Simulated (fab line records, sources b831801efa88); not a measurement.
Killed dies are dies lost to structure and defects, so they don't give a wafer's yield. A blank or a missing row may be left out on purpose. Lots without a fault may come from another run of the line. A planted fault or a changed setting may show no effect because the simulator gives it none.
Problem report in the 8D (eight disciplines) form, filled by code | flow gf180mcu | the parts of the form that need people (team, actions taken, sign-off) are left out

1. THE PROBLEM
chamber_pressure_pa at GF_M3_SPUTTER_04 reads a mean of 0.3552 Pa on 1 wafer of 1 lot; wafers without a fault read 0.4000 Pa with a standard deviation of 0.00085. That is -53 standard deviations from the usual mean.
The step: material TiN, target thk 50 nm, time 41.7 s.
First seen on wafer L402.2, day 27 13:30, on pvd_sputter-04. The record holds 39 wafers of 13 lots with a number at this step. Rule for "out", or "out of limits": more than 4 standard deviations from the usual mean. The other wafers with a number count as sound.

2. WHAT IT IS AND WHAT IT IS NOT
question                    | is                  | is not
which readings at this step | chamber_pressure_pa | throttle_valve_pct
which lots                  | L402                | L381, L383, L384, L386, L387, L389, L390, L392, L393, L394, L395, L404
which wafers of those lots  | L402.2              | L402.3, L402.6
read on which tools         | pvd_sputter-04      | pvd_sputter-01, pvd_sputter-02
when                        | from day 27 13:30   | up to then (35 sound wafers); but 3 sound wafers of L404 came after

3. SUSPECTS, AND WHAT RULES EACH OUT
Counting: a tool at a process step up to the reading stays a suspect if it ran every lot that is out. Sound lots after the first of them don't rule it out here, since some wafers of a struck lot are sound.
- pvd_sputter-02 at GF_M1_SPUTTER_01 (material TiN, target thk 30 nm, time 25 s): kept. It ran the lot that is out, L402 (day 23 16:29); its last sound lot up to then is L390 (day 19 18:56).
- pvd_sputter-04 at GF_M3_SPUTTER_04 (material TiN, target thk 50 nm, time 41.7 s): kept. It ran the lot that is out, L402 (day 27 13:30); its last sound lot up to then is L395 (day 25 07:58). Its own readings are out on those wafers: chamber_pressure_pa.
Left after counting: pvd_sputter-02 at GF_M1_SPUTTER_01, pvd_sputter-04 at GF_M3_SPUTTER_04.

4. THE CAUSE (what the simulator had put in)
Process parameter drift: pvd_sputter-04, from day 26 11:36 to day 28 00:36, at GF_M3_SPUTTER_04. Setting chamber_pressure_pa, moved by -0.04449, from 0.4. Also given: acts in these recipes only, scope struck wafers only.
Counting left 2 suspects, and this tool is among them.

5. THE CHAIN OF EFFECTS, in route order
Each row: a reading whose mean over the struck wafers that have a number lies more than 3 standard deviations from the usual. Only readings for which the record gives a usual standard deviation are gone through. hours: the time from each lot's start at the first step in this table that gives one to its start at this step, as a median over the lots. sigmas: the change in usual standard deviations.
hours | step             | reading             | usual     | on struck wafers | change  | sigmas
0     | GF_M3_SPUTTER_04 | chamber_pressure_pa | 0.4000 Pa | 0.3552           | -0.0448 | -53
The process steps in it:
- GF_M3_SPUTTER_04: material TiN, target thk 50 nm, time 41.7 s.
Later measuring or inspecting steps at which every struck wafer that the step has a row for has a number for every such reading, and none has moved that far: GF_V3_THK_MEAS_03.

6. WHAT WOULD HAVE CAUGHT IT SOONER
In this record the first reading out of limits was taken at day 27 13:30, 26 hours after the fault began at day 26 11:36.
